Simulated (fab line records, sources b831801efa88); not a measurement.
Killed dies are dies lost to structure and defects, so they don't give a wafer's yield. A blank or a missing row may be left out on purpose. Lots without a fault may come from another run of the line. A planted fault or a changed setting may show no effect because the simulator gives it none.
Which tool did it? | flow gf180mcu | 15 lots, 45 wafers sampled, at 6 steps of a route of 602

WHAT THE GAUGES READ, wafer by wafer
GF_NWELL_TW_MEAS_11. Usual: NWELL_TW 1599, standard deviation 18.
lot  | measured    | on            | NWELL_TW       | flag
L334 | day 3 12:55 | film_metro-01 | 1588 1597 1592 |
L335 | day 3 20:05 | film_metro-03 | 1612 1612 1616 |
L336 | day 3 22:26 | film_metro-01 | 1595 1595 1601 |
L337 | day 4 07:33 | film_metro-03 | 1620 1627 1618 |
L338 | day 4 11:08 | film_metro-03 | 1635 1623 1630 |
L339 | day 4 16:37 | film_metro-03 | 1615 1620 1611 |
L340 | day 4 21:46 | film_metro-01 | 1586 1603 1601 |
L341 | day 5 06:55 | film_metro-01 | 1574 1577 1579 |
L345 | day 6 00:08 | film_metro-01 | 1604 1601 1605 |
L346 | day 6 07:01 | film_metro-03 | 1885 1880 1878 | OFF
L347 | day 6 15:32 | film_metro-01 | 1871 1878 1880 | OFF
L348 | day 6 17:44 | film_metro-01 | 1862 1869 1859 | OFF
L353 | day 7 21:46 | film_metro-03 | 1619 1622 1632 |
L354 | day 8 04:01 | film_metro-01 | 1578 1584 1582 |
L355 | day 8 10:10 | film_metro-03 | 1605 1599 1606 |

GF_LVPWELL_TW_MEAS_11. Usual: LVPWELL_TW 564, standard deviation 7.5.
lot  | measured    | on            | LVPWELL_TW     | flag
L334 | day 4 03:21 | film_metro-02 | 558 557 556    |
L335 | day 4 10:42 | film_metro-03 | 574 577 574    |
L336 | day 4 11:56 | film_metro-02 | 559 557 558    |
L337 | day 4 21:21 | film_metro-01 | 569 570 569    |
L338 | day 5 01:09 | film_metro-02 | 555 556 558    |
L339 | day 5 07:13 | film_metro-02 | 553 558 557    |
L340 | day 5 11:41 | film_metro-01 | 565 564 564    |
L341 | day 5 20:45 | film_metro-01 | 561 561 563    |
L345 | day 6 15:49 | film_metro-03 | 572 573 570    |
L346 | day 6 22:52 | film_metro-01 | 1400 1396 1399 | OFF
L347 | day 7 07:08 | film_metro-02 | 1382 1379 1382 | OFF
L348 | day 7 09:46 | film_metro-01 | 1387 1394 1400 | OFF
L353 | day 8 13:50 | film_metro-02 | 556 560 557    |
L354 | day 8 21:07 | film_metro-03 | 568 570 571    |
L355 | day 9 06:22 | film_metro-01 | 563 567 568    |

GF_MVSD_TW_MEAS_11. Usual: MVSD_TW 1594, standard deviation 23.
lot  | measured    | on            | MVSD_TW        | flag
L334 | day 4 17:34 | film_metro-03 | 1622 1618 1622 |
L335 | day 5 00:53 | film_metro-01 | 1588 1590 1587 |
L336 | day 5 02:08 | film_metro-01 | 1595 1587 1594 |
L337 | day 5 11:21 | film_metro-02 | 1573 1572 1567 |
L338 | day 5 15:38 | film_metro-02 | 1566 1563 1566 |
L339 | day 5 21:05 | film_metro-02 | 1565 1571 1573 |
L340 | day 6 02:32 | film_metro-02 | 1558 1567 1566 |
L341 | day 6 11:48 | film_metro-03 | 1617 1619 1618 |
L345 | day 7 08:08 | film_metro-03 | 1625 1634 1627 |
L346 | day 7 14:49 | film_metro-01 | 1879 1876 1877 | OFF
L347 | day 7 23:41 | film_metro-03 | 1908 1905 1900 | OFF
L348 | day 8 01:46 | film_metro-01 | 1856 1845 1851 | OFF
L353 | day 9 07:19 | film_metro-02 | 1574 1573 1558 |
L354 | day 9 13:52 | film_metro-02 | 1573 1567 1574 |
L355 | day 9 23:43 | film_metro-03 | 1629 1615 1622 |

GF_HV_LDD_CD_MEAS_46: target cd 400 nm. Usual: cd_nm 399.7 nm, standard deviation 2.1.
lot  | measured     | on        | cd_nm (nm)        | flag
L334 | day 12 15:05 | cd_sem-02 | 400.8 399.1 401.6 |
L335 | day 13 01:32 | cd_sem-02 | 401.5 399.2 397.5 |
L336 | day 13 05:26 | cd_sem-01 | 399.4 399.8 401.0 |
L337 | day 13 17:40 | cd_sem-02 | 395.8 396.0 398.9 |
L338 | day 14 01:11 | cd_sem-01 | 401.1 400.3 398.1 |
L339 | day 14 05:31 | cd_sem-02 | 402.1 400.7 398.6 |
L340 | day 14 14:58 | cd_sem-02 | 399.7 400.7 402.8 |
L341 | day 15 03:53 | cd_sem-02 | 398.1 398.9 396.7 |
L345 | day 16 09:02 | cd_sem-01 | 400.2 400.0 400.5 |
L346 | day 16 17:31 | cd_sem-01 | 397.2 398.5 399.0 |
L347 | day 17 09:32 | cd_sem-01 | 398.8 399.3 398.3 |
L348 | day 17 06:52 | cd_sem-02 | 401.3 398.4 398.8 |
L353 | day 19 03:20 | cd_sem-02 | 401.8 403.2 402.0 |
L354 | day 19 09:29 | cd_sem-01 | 396.8 397.7 397.2 |
L355 | day 20 03:59 | cd_sem-02 | 396.8 397.9 399.0 |

WHICH TOOL RAN EACH LOT (tool, then ch and the chambers of the sampled wafers, then the start)
lot  | GF_DNWELL_COAT_02                | GF_MVPSD_STRIP_10
L334 | litho_track-04 ch 0, day 2 16:44 | plasma_asher-04 ch 0,1, day 5 07:46
L335 | litho_track-04 ch 0, day 2 22:41 | plasma_asher-04 ch 0,1, day 5 15:13
L336 | litho_track-04 ch 0, day 3 02:55 | plasma_asher-04 ch 0,1, day 5 16:49
L337 | litho_track-04 ch 0, day 3 10:35 | plasma_asher-01 ch 0,1, day 6 02:07
L338 | litho_track-04 ch 0, day 3 13:22 | plasma_asher-01 ch 0, day 6 05:32
L339 | litho_track-02 ch 0, day 3 19:18 | plasma_asher-02 ch 0,1, day 6 11:46
L340 | litho_track-03 ch 0, day 3 23:58 | plasma_asher-01 ch 0,1, day 6 17:32
L341 | litho_track-03 ch 0, day 4 07:35 | plasma_asher-01 ch 0,1, day 7 02:41
L345 | litho_track-03 ch 0, day 5 02:04 | plasma_asher-01 ch 0,1, day 8 00:07
L346 | litho_track-03, day 5 08:14      | plasma_asher-01 ch 0,1, day 8 07:07
L347 | litho_track-03, day 5 16:28      | plasma_asher-04 ch 0,1, day 8 16:29
L348 | litho_track-02, day 5 18:21      | plasma_asher-01 ch 0,1, day 8 18:28
L353 | litho_track-02 ch 0, day 6 21:03 | plasma_asher-02 ch 0,1, day 10 01:13
L354 | litho_track-04 ch 0, day 7 03:32 | plasma_asher-02 ch 0,1, day 10 07:16
L355 | litho_track-04 ch 0, day 7 08:56 | plasma_asher-04 ch 0,1, day 10 17:55
- GF_DNWELL_COAT_02: resist thk 3000 nm.
- GF_MVPSD_STRIP_10: strips in O2/N2.

WHAT THE TOOLS THEMSELVES READ (means of the sampled wafers that have a number; where no wafer has one, the mark that the record gives instead)
GF_DNWELL_COAT_02. Usual: chill_plate_temp_C 22.99 C, standard deviation 0.098; dispense_pressure_kPa 46.7 kPa, standard deviation 0.59.
lot  | tool           | chill_plate_temp_C (C) | dispense_pressure_kPa (kPa) | flag
L334 | litho_track-04 | 22.97                  | 47.3                        |
L335 | litho_track-04 | 23.02                  | 47.3                        |
L336 | litho_track-04 | 22.97                  | 47.3                        |
L337 | litho_track-04 | 22.99                  | 47.3                        |
L338 | litho_track-04 | 22.90                  | 47.2                        |
L339 | litho_track-02 | 23.08                  | 46.8                        |
L340 | litho_track-03 | 23.00                  | 45.9                        |
L341 | litho_track-03 | 22.99                  | 45.9                        |
L345 | litho_track-03 | 23.01                  | 45.9                        |
L346 | litho_track-03 | -                      | -                           | OFF
L347 | litho_track-03 | -                      | -                           | OFF
L348 | litho_track-02 | -                      | -                           | OFF
L353 | litho_track-02 | 22.99                  | 46.7                        |
L354 | litho_track-04 | 22.95                  | 47.3                        |
L355 | litho_track-04 | 22.95                  | 47.3                        |

GF_MVPSD_STRIP_10. Usual: drypump_motor_current_A 5.8 A, standard deviation 0.39; heater_power_w 367 W, standard deviation 50; n2_flow_sccm 300.0 sccm, standard deviation 0.91; oes_product_au 0.723 a.u., standard deviation 0.0043; strip_time_to_endpoint_s 36.91 s, standard deviation 0.086.
lot  | tool            | drypump_motor_current_A (A) | heater_power_w (W) | n2_flow_sccm (sccm) | oes_product_au (a.u.) | strip_time_to_endpoint_s (s) | flag
L334 | plasma_asher-04 | 5.4                         | 402                | 299.9               | 0.717                 | 36.82                        |
L335 | plasma_asher-04 | 5.3                         | 402                | 299.1               | 0.725                 | 36.98                        |
L336 | plasma_asher-04 | 5.5                         | 395                | 300.0               | 0.726                 | 36.89                        |
L337 | plasma_asher-01 | 6.2                         | 374                | 300.5               | 0.722                 | 36.86                        |
L338 | plasma_asher-01 | 6.3                         | 295                | 300.5               | 0.724                 | 36.89                        |
L339 | plasma_asher-02 | 5.7                         | 327                | 300.5               | 0.720                 | 36.90                        |
L340 | plasma_asher-01 | 6.1                         | 383                | 299.3               | 0.729                 | 36.87                        |
L341 | plasma_asher-01 | 6.1                         | 368                | 298.9               | 0.723                 | 36.99                        |
L345 | plasma_asher-01 | 6.2                         | 336                | 299.9               | 0.723                 | 36.99                        |
L346 | plasma_asher-01 | 6.2                         | 338                | 299.5               | 0.722                 | 36.98                        |
L347 | plasma_asher-04 | 5.3                         | 409                | 299.1               | 0.716                 | 36.98                        |
L348 | plasma_asher-01 | 6.2                         | 378                | 300.3               | 0.720                 | 36.95                        |
L353 | plasma_asher-02 | 5.9                         | 336                | 301.0               | 0.721                 | 36.75                        |
L354 | plasma_asher-02 | 5.9                         | 337                | 300.4               | 0.721                 | 36.83                        |
L355 | plasma_asher-04 | 5.4                         | 405                | 299.3               | 0.726                 | 36.84                        |

THE ANSWER, worked out from the rows above alone
Rule: a lot is off if the mean of its wafers that have a number lies more than 3 standard deviations from the usual mean. A lot without any number at a reading at which 4 lots or more have one is off too. The other lots that the step has rows for count as sound. The gauges are gone through in route order, then the tools' own readings, and for those a lot's mean is taken as printed above. The first step at which some lot is off is used, and at that step the reading that is off furthest; a lot without a number counts as furthest.
Off: L346, L347, L348, at GF_NWELL_TW_MEAS_11 (NWELL_TW).
A tool fits if, at a process step before that reading, it ran every lot that is off, and no sound lot after the first of them. The gauges at GF_NWELL_TW_MEAS_11 aren't tried: what is off there is off at GF_DNWELL_COAT_02 too, on other tools, and a gauge's error can't cause that. None of those tried fits.

WHAT THE SIMULATOR HAD PUT IN
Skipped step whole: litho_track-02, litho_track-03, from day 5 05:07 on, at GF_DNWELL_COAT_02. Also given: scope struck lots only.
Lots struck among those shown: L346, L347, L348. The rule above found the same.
